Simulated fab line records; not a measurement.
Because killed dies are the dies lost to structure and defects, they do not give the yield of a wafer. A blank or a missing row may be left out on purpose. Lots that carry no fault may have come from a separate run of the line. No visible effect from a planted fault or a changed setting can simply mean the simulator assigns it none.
Split-lot trial	flow sky130	23 wafers read from 5 lots, route of 708 steps

== THE SPLIT ITSELF ==
At SKY_PWDE_IMPLANT_08, the setting doseCm2 was moved away from the recipe's 3.6e+12 on 5 of the 23 wafers read, by +2.9% to +7.1%. This setting was run at the recipe's value on the other wafers.

== FROM THE SPLIT TO THE READING: what the file shows between them, 4 steps ==
- SKY_PWDE_STRIP_09: strips in O2/N2
- SKY_PWDE_TW_MEAS_10
- SKY_NWELL_IMPLANT_24 (also split here: doseCm2)
- SKY_NWELL_STRIP_25: strips in O2/N2

== THE READING ==
PWDE_RS, in ohm/sq, at SKY_NWELL_RS_MEAS_31 (measures by four-point-probe). A value of 5266 ohm/sq with a standard deviation of 23 ohm/sq is what fault-free wafers of this fab line usually give.

wafer	tool, chamber at the split	doseCm2 as run	against the recipe	PWDE_RS, ohm/sq	against lot-mates on the recipe
L074.1	implanter-03, 0	3.6e+12	recipe	5277	-
L074.2	implanter-03, 0	3.6e+12	recipe	5282	-
L074.3	implanter-03, 0	3.6e+12	recipe	5269	-
L074.5	implanter-03, 0	3.6e+12	recipe	5266	-
L074.6	implanter-03, 0	3.6e+12	recipe	5269	-
L075.1	implanter-03, 0	3.6e+12	recipe	5249	-
L075.3	implanter-03, 0	3.6e+12	recipe	5244	-
L075.4	implanter-03, 0	3.6e+12	recipe	5241	-
L075.5	implanter-03, 0	3.6e+12	recipe	5271	-
L075.6	implanter-03, 0	3.6e+12	recipe	5252	-
L076.1	implanter-02, 0	3.6e+12	recipe	5281	-
L076.2	implanter-02, 0	3.6e+12	recipe	5270	-
L076.5	implanter-02, 0	3.6e+12	recipe	5274	-
L083.1	implanter-04, 0	3.856e+12	+7.1%	5030	-271
L083.2	implanter-04, 0	3.6e+12	recipe	5291	-
L083.3	implanter-04, 0	3.856e+12	+7.1%	5022	-279
L083.4	implanter-04, 0	3.6e+12	recipe	5315	-
L083.5	implanter-04, 0	3.6e+12	recipe	5298	-
L085.1	implanter-04, 0	3.706e+12	+2.9%	5114	-111
L085.2	implanter-04, 0	3.6e+12	recipe	5229	-
L085.3	implanter-04, 0	3.706e+12	+2.9%	5129	-96
L085.4	implanter-04, 0	3.6e+12	recipe	5221	-
L085.6	implanter-04, 0	3.706e+12	+2.9%	5128	-97

THE FIT
A straight line over all 23 wafers: PWDE_RS changes by -36.3 ohm/sq for each +1% of doseCm2; r = -0.95; the points scatter about the line by 26 ohm/sq.
The same after taking each lot's own level away (the mean of its wafers on the recipe; 23 wafers): -38 ohm/sq for each +1%; r = -0.99; scatter 8.9 ohm/sq.
Per that fit: largest doseCm2 move, reading shift of 2.7e+02 ohm/sq.
The lots' own levels span 5225.0 to 5301.3 ohm/sq, that is 3.3 times the standard deviation above.
The two slopes are in agreement: the lot-to-lot level therefore moves the slope only a little.
Check: -268 ohm/sq against its lot-mates is what the line predicts for one of the wafers moved furthest among these (+7.1%) when that wafer is left out of the fit. It came out at -271 ohm/sq against them.

== THESE WAFERS: OTHER SPLITS ==
Before the reading, these wafers also passed through other splits. Each is held against what the fit with the lots' levels taken away leaves over:
other split on the same wafers	wafers away from the commonest value	r with PWDE_RS (lot level and that fit taken away)
SKY_FIELD_ISO_CVD_03 timeS	18	-0.12
SKY_FIELD_ISO_ETCH_14 ionEnergyEv	11	-0.11
SKY_DNWELL_COAT_02 resistThkNm	10	+0.36
SKY_DNWELL_EXPOSE_04 doseMj	10	-0.05
SKY_NWELL_IMPLANT_24 doseCm2	5	+0.19

== THE WHOLE CHAIN: every reading that the file lists as answering this split, in the file's order ==
step	what it does	reading	change (the file's fit)	r (the file's)
SKY_PWDE_TW_MEAS_10		PWDE_TW	+1.05 for each +1% of the setting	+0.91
SKY_NWELL_RS_MEAS_31	measures by four-point-probe	PWDE_RS	-38 for each +1% of the setting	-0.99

== THE FILE'S OWN FIT ==
PWDE_RS changes by -38 ohm/sq for each +1% of doseCm2, r = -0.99.
